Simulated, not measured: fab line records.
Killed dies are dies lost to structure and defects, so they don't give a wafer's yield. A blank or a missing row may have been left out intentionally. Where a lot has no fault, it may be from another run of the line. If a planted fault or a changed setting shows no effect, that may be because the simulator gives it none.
Which of the tools did it? || flow sky130 || 6 lots, 18 wafers sampled, at 1 step of a route of 708

WHAT EACH GAUGE READ, for each wafer
SKY_SPACER_THK_MEAS_01.
{"lot": "L582", "measured": "day 23 06:40", "on": "film-metro-01", "SPACER_CVD_00_THK (nm)": "43.0 42.9 43.0"}
{"lot": "L586", "measured": "day 25 04:26", "on": "film-metro-03", "SPACER_CVD_00_THK (nm)": "43.6 43.8 44.0"}
{"lot": "L589", "measured": "day 26 03:05", "on": "film-metro-03", "SPACER_CVD_00_THK (nm)": "43.7 43.5 43.7"}
{"lot": "L592", "measured": "day 27 07:52", "on": "film-metro-04", "SPACER_CVD_00_THK (nm)": "42.8 42.9 43.0"}
{"lot": "L595", "measured": "day 28 04:01", "on": "film-metro-03", "SPACER_CVD_00_THK (nm)": "42.8 43.2 42.9"}
{"lot": "L603", "measured": "day 30 12:05", "on": "film-metro-01", "SPACER_CVD_00_THK (nm)": "43.8 43.8 43.6"}

WHICH TOOL RAN EACH LOT (tool, then ch and the chambers of the sampled wafers, then the start)
The record holds no process step before these readings.

THE ANSWER, worked out from the rows above alone
Rule: the lots themselves supply what counts as usual. The widest of any qualifying gaps counts: lots, ordered by their means at a reading, are off when they make up no more than a third of the lots, leave a main group of 4 or more, and stand apart from it by 3 or more times the standard deviation of that group's means. A main group is skipped when, at the precision printed for the reading in the tables above, its means are all equal. A lot without any number at a reading at which 4 lots or more have one is off too. The other lots that the step has rows for count as sound.
Across all readings shown, no lot is off: no conclusion can be drawn from this.

WHAT THE SIMULATOR PUT IN
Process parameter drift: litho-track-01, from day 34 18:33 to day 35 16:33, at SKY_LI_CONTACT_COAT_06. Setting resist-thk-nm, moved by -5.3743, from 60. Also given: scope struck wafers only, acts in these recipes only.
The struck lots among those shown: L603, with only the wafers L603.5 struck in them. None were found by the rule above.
